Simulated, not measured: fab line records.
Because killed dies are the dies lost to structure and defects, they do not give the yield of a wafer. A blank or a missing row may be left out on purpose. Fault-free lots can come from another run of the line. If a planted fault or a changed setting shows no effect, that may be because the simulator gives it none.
What tool caused it? :: flow sky130 :: at 1 step of a route of 708, 12 lots with 36 wafers sampled

## WHAT THE GAUGES SHOWED, per wafer
SKY_SD_N_RS_MEAS_18: measures by four-point-probe.
lot: L075
measured: day 28 02:01
on: film metro-04
RES_XHIGH_RS (ohm/sq): 336.7 336.5 335.6

lot: L077
measured: day 29 02:38
on: film metro-04
RES_XHIGH_RS (ohm/sq): 336.9 336.7 337.4

lot: L080
measured: day 29 22:44
on: film metro-02
RES_XHIGH_RS (ohm/sq): 334.7 334.7 335.7

lot: L081
measured: day 31 01:58
on: film metro-04
RES_XHIGH_RS (ohm/sq): 338.0 339.1 339.1

lot: L083
measured: day 31 06:17
on: film metro-04
RES_XHIGH_RS (ohm/sq): 337.3 337.8 336.9

lot: L085
measured: day 32 01:44
on: film metro-04
RES_XHIGH_RS (ohm/sq): 338.9 337.8 337.4

lot: L087
measured: day 32 14:56
on: film metro-01
RES_XHIGH_RS (ohm/sq): 336.9 335.4 336.8

lot: L089
measured: day 33 01:10
on: film metro-02
RES_XHIGH_RS (ohm/sq): 335.0 335.7 334.8

lot: L091
measured: day 33 16:38
on: film metro-02
RES_XHIGH_RS (ohm/sq): 335.8 336.5 336.9

lot: L093
measured: day 34 09:36
on: film metro-01
RES_XHIGH_RS (ohm/sq): 334.1 335.6 334.6

lot: L095
measured: day 34 16:18
on: film metro-04
RES_XHIGH_RS (ohm/sq): 336.5 336.2 335.9

lot: L097
measured: day 35 10:26
on: film metro-02
RES_XHIGH_RS (ohm/sq): 336.4 336.9 336.8

## WHICH TOOL RAN EACH LOT (tool, then ch and the chambers of the sampled wafers, then the start)
Record: no process step prior to these readings.

## THE ANSWER, worked out from the rows above alone
Rule: the usual values come from the lots themselves. The widest of any qualifying gaps counts: lots, ordered by their means at a reading, are off when they make up no more than a third of the lots, leave a main group of 4 or more, and stand apart from it by 3 or more times the standard deviation of that group's means. A main group whose means are all the same, to the digits that the tables above print for the reading, isn't used. A lot without any number at a reading at which 4 lots or more have one is off too. The other lots that the step has rows for count as sound.
Nothing can be told from this: no lot is off at any reading shown.

## WHAT THE SIMULATOR HAD PUT IN
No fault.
